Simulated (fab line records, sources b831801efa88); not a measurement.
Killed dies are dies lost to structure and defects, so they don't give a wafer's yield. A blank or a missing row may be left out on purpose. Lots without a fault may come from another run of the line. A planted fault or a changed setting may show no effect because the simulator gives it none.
Chamber matching | flow gf180mcu | GF_V5_ETCH_16 on rie_diel-01: 4 sister chambers
The step etches BARC in N2/H2. 27 wafers are shown with their chamber, then 12 later ones without.

WAFERS WITH THEIR CHAMBER
wafer  | chamber | drypump_motor_current_A (A) | oes_product_au (a.u.) | throttle_valve_pct (%)
L076.2 | 2       | 5.6                         | 0.855                 | 13.225
L076.3 | 1       | 6.2                         | 0.851                 | 13.232
L076.5 | 2       | 5.6                         | 0.854                 | 13.232
L077.1 | 1       | 6.2                         | 0.850                 | 13.224
L077.2 | 2       | 5.6                         | 0.853                 | 13.241
L077.3 | 3       | 5.4                         | 0.855                 | 13.230
L077.4 | 3       | 5.4                         | 0.860                 | 13.225
L077.5 | 2       | 5.5                         | 0.855                 | 13.233
L077.6 | 1       | 6.3                         | 0.857                 | 13.212
L078.2 | 2       | 5.5                         | 0.859                 | 13.223
L078.3 | 0       | 5.9                         | 0.853                 | 13.235
L078.4 | 3       | 5.4                         | 0.858                 | 13.227
L080.1 | 0       | 5.9                         | 0.852                 | 13.227
L080.2 | 3       | 5.4                         | 0.854                 | 13.234
L080.4 | 1       | 6.3                         | 0.848                 | 13.222
L086.2 | 2       | 5.6                         | 0.854                 | 13.221
L086.3 | 3       | 5.4                         | 0.852                 | 13.227
L086.6 | 2       | 5.5                         | 0.852                 | 13.229
L087.2 | 2       | 5.6                         | 0.850                 | 13.209
L087.4 | 3       | 5.4                         | 0.857                 | 13.212
L087.6 | 1       | 6.3                         | 0.852                 | 13.209
L092.2 | 0       | 5.9                         | 0.860                 | 13.213
L092.3 | 2       | 5.5                         | 0.857                 | 13.219
L092.6 | 1       | 6.2                         | 0.849                 | 13.218
L093.2 | 3       | 5.4                         | 0.858                 | 13.224
L093.4 | 1       | 6.2                         | 0.853                 | 13.202
L093.5 | 1       | 6.2                         | 0.848                 | 13.234

SIGNATURES (means of the wafers above)
reading                 | chamber 0 | chamber 1 | chamber 2 | chamber 3 | scatter within a chamber
drypump_motor_current_A | 5.900     | 6.237     | 5.556     | 5.400     | 0.0422
oes_product_au          | 0.85500   | 0.85100   | 0.85433   | 0.85629   | 0.00297
throttle_valve_pct      | 13.22500  | 13.21913  | 13.22578  | 13.22557  | 0.00953
Rule: a wafer's distance from a chamber is the root of the sum, over the readings, of the square of ((its reading less the chamber's mean) divided by the reading's scatter). The wafer belongs to the nearest chamber; if the next one is less than 2 further off, it can't be placed. The scatter: the root of (the sum of the squares of (reading less its chamber's mean) over the shown wafers, divided by (wafers less chambers)).

WAFERS WITHOUT THEIR CHAMBER
wafer  | drypump_motor_current_A (A) | oes_product_au (a.u.) | throttle_valve_pct (%)
L095.2 | 5.4                         | 0.850                 | 13.235
L095.4 | 5.5                         | 0.856                 | 13.225
L095.6 | 5.9                         | 0.864                 | 13.215
L094.1 | 5.9                         | 0.855                 | 13.231
L094.2 | 6.3                         | 0.854                 | 13.235
L094.3 | 5.6                         | 0.854                 | 13.216
L096.2 | 6.2                         | 0.853                 | 13.216
L096.3 | 5.9                         | 0.858                 | 13.234
L096.5 | 5.4                         | 0.851                 | 13.230
L097.1 | 5.4                         | 0.852                 | 13.213
L097.3 | 5.9                         | 0.854                 | 13.235
L097.5 | 6.2                         | 0.858                 | 13.219

WHICH CHAMBER EACH WENT THROUGH
wafer  | from the rows above     | in truth
L095.2 | can't be placed: 3 or 2 | 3
L095.4 | can't be placed: 2 or 3 | 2
L095.6 | 0                       | 0
L094.1 | 0                       | 0
L094.2 | 1                       | 1
L094.3 | 2                       | 2
L096.2 | 1                       | 1
L096.3 | 0                       | 0
L096.5 | 3                       | 3
L097.1 | 3                       | 3
L097.3 | 0                       | 0
L097.5 | 1                       | 1
Placed correctly: 10 of 12. Can't be placed from these rows: 2 (the true chamber is among the candidates in 2). Placed wrongly: 0.
